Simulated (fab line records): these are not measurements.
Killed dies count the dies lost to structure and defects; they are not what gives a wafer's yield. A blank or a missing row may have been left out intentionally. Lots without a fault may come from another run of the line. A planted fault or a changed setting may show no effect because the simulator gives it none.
fab line records | flow gf180mcu
[record] lots = 6 | wafers = 18 | lastDay = 33
route steps=602 shown SAB@269 SALICIDE@278
lots untouched by any fault: they come from a run of this same line in which no faults occurred
startH: hours from the record's opening day to when the first of the lot's shown wafers began | waitH: how many hours have passed since the lot's step before this one | " the same as in the row above | L1.1+2: a row that stands for several wafers | - no value, or no start given | * or withheld: withheld | < > ~ a bound
route shown NAME@n: NAME is a module with steps in the file, n the number in the route of the first one | usual: mean and standard deviation over wafers with no fault | same: alike in all rows | chamber/n: place in a boat | sites: readings site by site | _std_site: how widely they spread, as a standard deviation | _edge_site: outer sites' mean less inner sites' | radiusMm: how far each site lies from the wafer's centre | mask NAME#n: copy n | behind: the last tool/chamber to shape the wafer | hold: why the lot went on hold/how many hours it stayed there/how the hold came to an end | device: which transistor (n, p or np) failed to switch | end of line: at the end of the route, the tests of the same wafers | a step given without rows: its recipe and nothing more | killed: count of dies lost to structure and defects at first sort (not the wafer's yield) | map: shows each die of a wafer: x if killed, . if not, _ if none is there
set.NAME: the setting as run; set.NAME@STEP: as run at that earlier step | model.NAME: the simulator's own value behind a step, which no gauge read
certain route steps with their lots: each step a table, each wafer a row
services: from which hour (startH, from the record's first day; less than 0 if before it) a tool's chamber was out of use, for how many hours, and why
[[steps]]
[step GF_SAB_SOFTBAKE_05]
[recipe] tempC = 90 | timeS = 60 | resist = NOVOLAK
[step GF_SAB_EXPOSE_06]
[recipe] maskId = SAB | targetCdNm = 420 | na = 0.6 | sourceShape = conventional | sigmaOuter = 0.6 | doseMj = 140
[step GF_SAB_PEB_07]
[recipe] tempC = withheld | timeS = * | resist = NOVOLAK
[step GF_SAB_DEVELOP_08]
[recipe] developTimeS = 60 | devTempC = 23
[step GF_SAB_CD_MEAS_09]
[recipe] targetCdNm = 420
[usual] cdNm = 420.0/2.4
lot.wafer | tool     | chamber | startH | waitH | cdNm
L462.1    | cdSem-01 | -       | 335.29 | 0.1   | 420.0
L462.3    | "        | -       | "      | "     | 423.9
L462.5    | "        | -       | "      | "     | 424.7
L470.1    | cdSem-02 | -       | 423.29 | 0.1   | 424.7
L470.4    | "        | -       | "      | "     | 421.8
L470.5    | "        | -       | "      | "     | 418.8
L474.1    | cdSem-01 | -       | 446.28 | 0.1   | 417.1
L474.2    | "        | -       | "      | "     | 418.3
L474.3    | "        | -       | "      | "     | 419.1
L473.1    | cdSem-01 | -       | 447.16 | 0.2   | 423.0
L473.2    | "        | -       | "      | "     | 423.0
L473.3    | "        | -       | "      | "     | 422.6
L475.1    | cdSem-02 | -       | 462.34 | 0.2   | 420.8
L475.3    | "        | -       | "      | "     | 419.0
L475.4    | "        | -       | "      | "     | 422.1
L482.1    | cdSem-01 | -       | 510.84 | 0.1   | 421.1
L482.5    | "        | -       | "      | "     | 419.8
L482.6    | "        | -       | "      | "     | 421.3
[step GF_SAB_OVL_MEAS_10]
[usual] SAB_OVL = -1.0/1.5
lot.wafer | tool       | chamber | startH | waitH | SAB_OVL[nm]
L462.1    | overlay-02 | -       | 335.43 | 0.1   | -0.2
L462.3    | "          | -       | "      | "     | -0.8
L462.5    | "          | -       | "      | "     | -0.9
L470.1    | overlay-01 | -       | 423.41 | 0.1   | -2.4
L470.4    | "          | -       | "      | "     | -2.8
L470.5    | "          | -       | "      | "     | -1.2
L474.1    | overlay-02 | -       | 446.40 | 0.1   | -1.8
L474.2    | "          | -       | "      | "     | -2.2
L474.3    | "          | -       | "      | "     | -1.0
L473.1    | overlay-01 | -       | 447.28 | 0.1   | -0.8
L473.2    | "          | -       | "      | "     | 0.0
L473.3    | "          | -       | "      | "     | 0.3
L475.1    | overlay-02 | -       | 462.46 | 0.1   | 0.7
L475.3    | "          | -       | "      | "     | -1.3
L475.4    | "          | -       | "      | "     | -2.2
L482.1    | overlay-02 | -       | 510.96 | 0.1   | -1.6
L482.5    | "          | -       | "      | "     | -1.9
L482.6    | "          | -       | "      | "     | -1.1
[step GF_SAB_ETCH_11]
[recipe] chemistry = C4F8/O2/Ar | maskMaterial = NOVOLAK | target = SiO2 | targetDepthNm = 55 | sourceW = 1500 | biasW = 1200 | pressureMtorr = 40 | c4f8FlowSccm = withheld | O2_flow_sccm = 6 | Ar_flow_sccm = 300 | timeS = 8.5
[usual] oesProductAu = 1.000/0.011
lot.wafer | tool       | chamber | startH | waitH | oesProductAu | rfHoursCounterH
L462.1    | rieDiel-01 | 1       | 335.46 | 0.0   | 1.000        | 45
L462.3    | "          | 2       | "      | "     | 0.994        | 49
L462.5    | "          | 2       | "      | "     | 0.995        | -
L470.1    | rieDiel-04 | 2       | 423.44 | 0.0   | 1.008        | 10
L470.4    | "          | 2       | "      | "     | 1.003        | -
L470.5    | "          | 0       | "      | "     | 0.997        | -
L474.1    | rieDiel-04 | 3       | 446.43 | 0.0   | 1.015        | 60
L474.2    | "          | 0       | "      | "     | 0.987        | 44
L474.3    | "          | 2       | "      | "     | 1.007        | 11
L473.1    | rieDiel-02 | 2       | 447.31 | 0.0   | 0.991        | 16
L473.2    | "          | 1       | "      | "     | 0.990        | 48
L473.3    | "          | 3       | "      | "     | 0.993        | 4
L475.1    | rieDiel-02 | 1       | 462.50 | 0.0   | 1.006        | 49
L475.3    | "          | 2       | "      | "     | 0.998        | 16
L475.4    | "          | 3       | "      | "     | 0.998        | 4
L482.1    | rieDiel-04 | 3       | 510.99 | 0.0   | 1.005        | 62
L482.5    | "          | 1       | "      | "     | 1.024        | -
L482.6    | "          | 2       | "      | "     | 1.015        | -
[step GF_SAB_WET_ETCH_12]
[recipe] chemistry = dHF | targetDepthNm = 22 | dry = n2Spin | target = SiO2 | tempC = 25 | dilution = 100:1 | timeS = 440
[step GF_SAB_STRIP_13]
[recipe] chemistry = O2/N2 | powerW = 1400 | pressureMtorr = 1500 | platenTempC = 250 | o2FlowSccm = 3000 | n2FlowSccm = 300 | overashFraction = 0.5
[usual] drypumpMotorCurrentA = 5.3/0.53 | heaterPowerW = 349/28 | oesProductAu = 0.709/0.0046 | platenTempC = 249.99/0.17 | stripTimeToEndpointS = 12.62/0.041
lot.wafer | tool           | chamber | startH | waitH | drypumpMotorCurrentA | heaterPowerW | oesProductAu | platenTempC | rfHoursCounterH | stripTimeToEndpointS
L462.1    | plasmaAsher-03 | 0       | 335.61 | 0.0   | 5.0                  | 335          | 0.708        | 249.72      | 66              | 12.61
L462.3    | "              | 1       | "      | "     | 5.1                  | 384          | 0.709        | 250.22      | -               | 12.62
L462.5    | "              | 0       | "      | "     | 5.0                  | 337          | 0.722        | 249.86      | -               | 12.57
L470.1    | plasmaAsher-03 | 1       | 423.60 | 0.0   | 5.1                  | 396          | 0.715        | 249.90      | 76              | 12.68
L470.4    | "              | 1       | "      | "     | 5.1                  | 383          | 0.714        | 249.96      | -               | 12.66
L470.5    | "              | 1       | "      | "     | 5.0                  | 390          | 0.706        | 249.75      | -               | 12.66
L474.1    | plasmaAsher-01 | 1       | 446.67 | 0.1   | 6.1                  | 354          | 0.709        | 249.89      | 36              | 12.65
L474.2    | "              | 0       | "      | "     | 4.9                  | 333          | 0.716        | 249.89      | 36              | 12.71
L474.3    | "              | 1       | "      | "     | 6.1                  | 352          | 0.709        | 250.03      | -               | 12.65
L473.1    | plasmaAsher-01 | 1       | 447.48 | 0.0   | 6.1                  | 348          | 0.712        | 250.01      | 37              | 12.66
L473.2    | "              | 0       | "      | "     | 4.9                  | 337          | 0.706        | 250.20      | 37              | 12.64
L473.3    | "              | 1       | "      | "     | 6.1                  | 352          | 0.706        | 249.87      | -               | 12.65
L475.1    | plasmaAsher-01 | 1       | 462.65 | 0.0   | 6.1                  | 354          | 0.711        | 249.64      | 39              | 12.60
L475.3    | "              | 1       | "      | "     | 6.1                  | 350          | 0.713        | 249.67      | -               | 12.60
L475.4    | "              | 0       | "      | "     | 4.9                  | 331          | 0.715        | 249.86      | -               | 12.58
L482.1    | plasmaAsher-03 | 1       | 511.14 | 0.0   | 5.1                  | 396          | 0.709        | 250.14      | 88              | 12.63
L482.5    | "              | 0       | "      | "     | 5.0                  | 345          | 0.707        | 250.26      | -               | 12.59
L482.6    | "              | 1       | "      | "     | 5.1                  | 382          | 0.709        | 250.08      | -               | 12.62
[step GF_SALICIDE_CLEAN_00]
[recipe] chemistry = SC1/SC2 | mix = 1:4:20 | tempC = 70 | timeS = 150
[step GF_SALICIDE_WET_ETCH_01]
[recipe] chemistry = dHF | targetDepthNm = 5 | dry = ipaMarangoni | target = SiO2 | tempC = 25 | dilution = 100:1 | timeS = 100
[step GF_SALICIDE_SPUTTER_02]
[recipe] material = Co | targetThkNm = 10 | powerW = 1000 | timeS = 20 | chamberPressurePa = 0.4
[usual] cathodeDcPowerW = 1000.0/0.17 | chamberPressurePa = 0.4000/0.00078 | throttleValvePct = 29.7/1.1
lot.wafer | tool          | chamber | startH | waitH | cathodeDcPowerW | chamberPressurePa | throttleValvePct
L462.1    | pvdSputter-02 | -       | 335.80 | 0.0   | 999.76          | 0.3997            | 31.5
L462.3    | "             | -       | "      | "     | 1000.1          | 0.3999            | 29.6
L462.5    | "             | -       | "      | "     | 1000.2          | 0.4000            | 31.2
L470.1    | pvdSputter-03 | -       | 423.78 | 0.0   | 999.72          | 0.4001            | 31.4
L470.4    | "             | -       | "      | "     | 999.82          | 0.4004            | 29.7
L470.5    | "             | -       | "      | "     | 1000.2          | 0.3988            | 28.1
L474.1    | pvdSputter-02 | -       | 446.86 | 0.0   | 999.91          | 0.3995            | 30.5
L474.2    | "             | -       | "      | "     | 999.94          | 0.4011            | 31.4
L474.3    | "             | -       | "      | "     | 1000.3          | 0.3995            | 29.6
L473.1    | pvdSputter-01 | -       | 447.66 | 0.0   | 999.94          | 0.3996            | 28.9
L473.2    | "             | -       | "      | "     | 1000.2          | 0.3987            | 28.7
L473.3    | "             | -       | "      | "     | 1000.3          | 0.4007            | 31.2
L475.1    | pvdSputter-03 | -       | 462.84 | 0.0   | 999.78          | 0.4007            | 29.9
L475.3    | "             | -       | "      | "     | 999.93          | 0.4008            | 31.2
L475.4    | "             | -       | "      | "     | 1000.0          | 0.3981            | 29.8
L482.1    | pvdSputter-02 | -       | 511.33 | 0.0   | 1000.0          | 0.4014            | 29.4
L482.5    | "             | -       | "      | "     | 1000.0          | 0.3994            | 31.2
L482.6    | "             | -       | "      | "     | 1000.0          | 0.4008            | 30.7
[step GF_SALICIDE_SPUTTER_03]
[recipe] material = TiN | targetThkNm = 20 | powerW = 6500 | timeS = 16.7 | chamberPressurePa = 0.4
[usual] cathodeDcPowerW = 6500.1/1.2 | chamberPressurePa = 0.3999/0.00073 | throttleValvePct = 29.7/1.1
lot.wafer | tool          | chamber | startH | waitH | cathodeDcPowerW | chamberPressurePa | throttleValvePct
L462.1    | pvdSputter-02 | -       | 335.83 | 0.0   | 6499.6          | 0.4006            | 31.5
L462.3    | "             | -       | "      | "     | 6500.6          | 0.4003            | 29.4
L462.5    | "             | -       | "      | "     | 6499.6          | 0.4005            | 31.5
L470.1    | pvdSputter-03 | -       | 423.81 | 0.0   | 6498.3          | 0.4004            | 31.4
L470.4    | "             | -       | "      | "     | 6501.1          | 0.3998            | 29.9
L470.5    | "             | -       | "      | "     | 6498.7          | 0.3993            | 28.1
L474.1    | pvdSputter-02 | -       | 446.89 | 0.0   | -               | -                 | -
L474.2    | "             | -       | "      | "     | -               | -                 | -
L474.3    | "             | -       | "      | "     | -               | -                 | -
L473.1    | pvdSputter-01 | -       | 447.69 | 0.0   | -               | -                 | -
L473.2    | "             | -       | "      | "     | -               | -                 | -
L473.3    | "             | -       | "      | "     | -               | -                 | -
L475.1    | pvdSputter-03 | -       | 462.87 | 0.0   | 6499.5          | 0.4005            | 29.7
L475.3    | "             | -       | "      | "     | 6500.3          | 0.3993            | 31.4
L475.4    | "             | -       | "      | "     | 6498.9          | 0.3990            | 30.0
L482.1    | pvdSputter-02 | -       | 511.36 | 0.0   | 6499.3          | 0.3980            | 29.5
L482.5    | "             | -       | "      | "     | 6499.4          | 0.4001            | 31.3
L482.6    | "             | -       | "      | "     | 6499.7          | 0.3991            | 30.8
[step GF_SALICIDE_RS_MEAS_04]
[recipe] thkMeasGauge = four-point-probe | reads = TiN_of_SALICIDE_SPUTTER_03+Co_of_SALICIDE_SPUTTER_02
[usual] SALICIDE_TIN_RS = 16.4/0.31
lot.wafer | tool         | chamber | startH | waitH | hold                    | SALICIDE_TIN_RS[ohm/sq]
L462.1    | filmMetro-01 | -       | 335.85 | 0.0   | -                       | 16.7
L462.3    | "            | -       | "      | "     | -                       | 16.1
L462.5    | "            | -       | "      | "     | -                       | 16.6
L470.1    | filmMetro-02 | -       | 423.84 | 0.0   | -                       | 16.6
L470.4    | "            | -       | "      | "     | -                       | 16.8
L470.5    | "            | -       | "      | "     | -                       | 16.8
L474.1    | filmMetro-01 | -       | 446.92 | 0.0   | awaitDispo/0.2h/release | 26.5
L474.2    | "            | -       | "      | "     | awaitDispo/0.2h/release | 26.6
L474.3    | "            | -       | "      | "     | awaitDispo/0.2h/release | 28.1
L474.1    | filmMetro-01 | -       | 447.20 | 0.3   | -                       | 26.6
L474.2    | "            | -       | "      | "     | -                       | 26.6
L474.3    | "            | -       | "      | "     | -                       | 28.1
L473.1    | filmMetro-02 | -       | 447.72 | 0.0   | awaitDispo/0.2h/release | 27.9
L473.2    | "            | -       | "      | "     | awaitDispo/0.2h/release | 26.7
L473.3    | "            | -       | "      | "     | awaitDispo/0.2h/release | 27.4
L473.1    | filmMetro-02 | -       | 448.22 | 0.5   | -                       | 28.0
L473.2    | "            | -       | "      | "     | -                       | 26.7
L473.3    | "            | -       | "      | "     | -                       | 27.4
L475.1    | filmMetro-04 | -       | 462.89 | 0.0   | -                       | 16.7
L475.3    | "            | -       | "      | "     | -                       | 16.7
L475.4    | "            | -       | "      | "     | -                       | 16.7
L482.1    | filmMetro-01 | -       | 511.39 | 0.0   | -                       | 15.8
L482.5    | "            | -       | "      | "     | -                       | 16.1
L482.6    | "            | -       | "      | "     | -                       | 15.9
[step GF_SALICIDE_THK_MEAS_05]
[recipe] thkMeasGauge = xrf | reads = TiN_of_SALICIDE_SPUTTER_03
[usual] SALICIDE_TIN_THK = 20.23/0.24
lot.wafer | tool         | chamber | startH | waitH | hold                    | SALICIDE_TIN_THK[nm]
L462.1    | filmMetro-01 | -       | 335.97 | 0.1   | -                       | 20.29
L462.3    | "            | -       | "      | "     | -                       | 20.02
L462.5    | "            | -       | "      | "     | -                       | 20.27
L470.1    | filmMetro-02 | -       | 423.96 | 0.1   | -                       | 20.46
L470.4    | "            | -       | "      | "     | -                       | 20.38
L470.5    | "            | -       | "      | "     | -                       | 19.97
L474.1    | filmMetro-01 | -       | 450.40 | 3.2   | awaitDispo/0.2h/release | <0.00
L474.2    | "            | -       | "      | "     | awaitDispo/0.2h/release | <0.00
L474.3    | "            | -       | "      | "     | awaitDispo/0.2h/release | <0.00
L474.1    | filmMetro-01 | -       | 450.66 | 0.2   | -                       | <0.00
L474.2    | "            | -       | "      | "     | -                       | <0.00
L474.3    | "            | -       | "      | "     | -                       | <0.00
L473.1    | filmMetro-02 | -       | 453.26 | 5.0   | awaitDispo/0.2h/release | <0.00
L473.2    | "            | -       | "      | "     | awaitDispo/0.2h/release | <0.00
L473.3    | "            | -       | "      | "     | awaitDispo/0.2h/release | <0.00
L473.1    | filmMetro-02 | -       | 453.62 | 0.4   | -                       | <0.00
L473.2    | "            | -       | "      | "     | -                       | <0.00
L473.3    | "            | -       | "      | "     | -                       | <0.00
L475.1    | filmMetro-04 | -       | 463.01 | 0.1   | -                       | 19.93
L475.3    | "            | -       | "      | "     | -                       | 20.14
L475.4    | "            | -       | "      | "     | -                       | 19.86
L482.1    | filmMetro-01 | -       | 511.51 | 0.1   | -                       | 20.47
L482.5    | "            | -       | "      | "     | -                       | 20.07
L482.6    | "            | -       | "      | "     | -                       | 20.09
[[services]]
tool           | chamber | startH | hours | kind
rieDiel-04     | -       | 321.90 | 2.8   | pm
rieDiel-02     | -       | 331.10 | 28.1  | pm
pvdSputter-01  | -       | 338.34 | 4.4   | repair
rieDiel-04     | 2       | 341.73 | 4.8   | repair
plasmaAsher-03 | -       | 368.42 | 1.2   | repair
rieDiel-04     | 0       | 382.54 | 2.0   | repair
rieDiel-01     | 2       | 384.06 | 9.9   | repair
rieDiel-02     | 1       | 384.31 | 6.2   | repair
rieDiel-01     | 0       | 399.08 | 3.9   | repair
rieDiel-04     | 3       | 419.04 | 5.9   | repair
rieDiel-01     | 2       | 423.34 | 1.6   | repair
rieDiel-04     | 1       | 424.08 | 3.9   | repair
plasmaAsher-01 | -       | 429.26 | 2.1   | repair
pvdSputter-02  | -       | 429.72 | 1.2   | repair
rieDiel-01     | 2       | 435.07 | 6.3   | repair
plasmaAsher-03 | -       | 445.47 | 1.5   | repair
rieDiel-02     | -       | 454.94 | 0.8   | repair
rieDiel-01     | 0       | 458.59 | 4.2   | repair
rieDiel-01     | -       | 460.74 | 0.3   | repair
rieDiel-04     | -       | 462.07 | 0.9   | repair
pvdSputter-03  | -       | 467.03 | 0.5   | repair
rieDiel-01     | 3       | 469.73 | 6.8   | repair
rieDiel-02     | -       | 485.29 | 8.2   | repair
pvdSputter-01  | -       | 511.19 | 0.5   | repair
[[key]]
[firstSign] step = GF_SALICIDE_SPUTTER_03 | reading = toolRecord | direction = missing
[effect] step = GF_SALICIDE_RS_MEAS_04 | reading = visit | direction = added
[effect] step = GF_SALICIDE_RS_MEAS_04 | reading = SALICIDE_TIN_RS | direction = up | sigmas = 35 | usual = 16.4 | struck = 27.2
[effect] step = GF_SALICIDE_THK_MEAS_05 | reading = visit | direction = added
[effect] step = GF_SALICIDE_THK_MEAS_05 | reading = SALICIDE_TIN_THK | direction = down | sigmas = 83 | usual = 20.23 | struck = <0.00
metAt GF_SALICIDE_SPUTTER_03
struckWafers L473.1,L473.2,L473.3,L474.1,L474.2,L474.3
scrappedBehind GF_SALICIDE_THK_MEAS_05 L473.1,L473.2,L473.3,L474.1,L474.2,L474.3
onsetBetween 335.83 446.89
[fault] kind = skippedStepWhole | tool = pvdSputter-01,pvdSputter-02 | chamber = - | onsetH = 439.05 | steps = GF_SALICIDE_SPUTTER_03 | scope = struckLotsOnly
